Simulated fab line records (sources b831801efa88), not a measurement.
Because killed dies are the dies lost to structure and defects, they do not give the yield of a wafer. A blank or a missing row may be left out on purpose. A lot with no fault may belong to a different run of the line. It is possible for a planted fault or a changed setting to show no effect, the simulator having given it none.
Matching of chambers + flow gf180mcu + GF_V3_CVD_02 on pecvd-02: 3 sister chambers
The step deposits SiO2 from TEOS, target thk 850 nm, time 94.851 s. 3 wafers are shown with their chamber, then 7 later ones without.

== EACH WAFER AND ITS CHAMBER ==
| wafer  | chamber | heaterPowerW (W) |
|--------|---------|------------------|
| L772.4 | 0       | 653              |
| L776.1 | 2       | 1072             |
| L778.1 | 1       | 688              |

== WAFERS WITH NO CHAMBER GIVEN ==
| wafer  | heaterPowerW (W) |
|--------|------------------|
| L778.2 | 937              |
| L778.4 | 535              |
| L780.1 | 509              |
| L780.4 | 687              |
| L780.6 | 1055             |
| L782.1 | 539              |
| L782.3 | 544              |

== WHICH CHAMBER EACH ONE RAN IN ==
| wafer  | from the rows above          | in truth |
|--------|------------------------------|----------|
| L778.2 | can't be placed: 2 or 1 or 0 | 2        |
| L778.4 | can't be placed: 0 or 1      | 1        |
| L780.1 | can't be placed: 0 or 1      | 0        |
| L780.4 | can't be placed: 1 or 0      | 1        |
| L780.6 | 2                            | 2        |
| L782.1 | can't be placed: 0 or 1      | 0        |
| L782.3 | can't be placed: 0 or 1      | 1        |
1 of 7 placed correctly. Not placeable from these rows: 6 (in 6, the candidates include the true chamber). Placed wrongly: 0.
How it was worked out, from the rows above alone: a wafer's distance from a chamber is the root of the sum, over the readings, of the square of ((its reading less the chamber's mean) divided by the reading's scatter). If the next closest chamber is less than 2 further off than the closest, the wafer can't be placed; otherwise it belongs to the closest. A chamber's mean is the mean of its shown wafers. The scatter (one wafer shown for each chamber): square how far every hidden wafer sits from the nearest shown wafer, average those squares and take the square root.
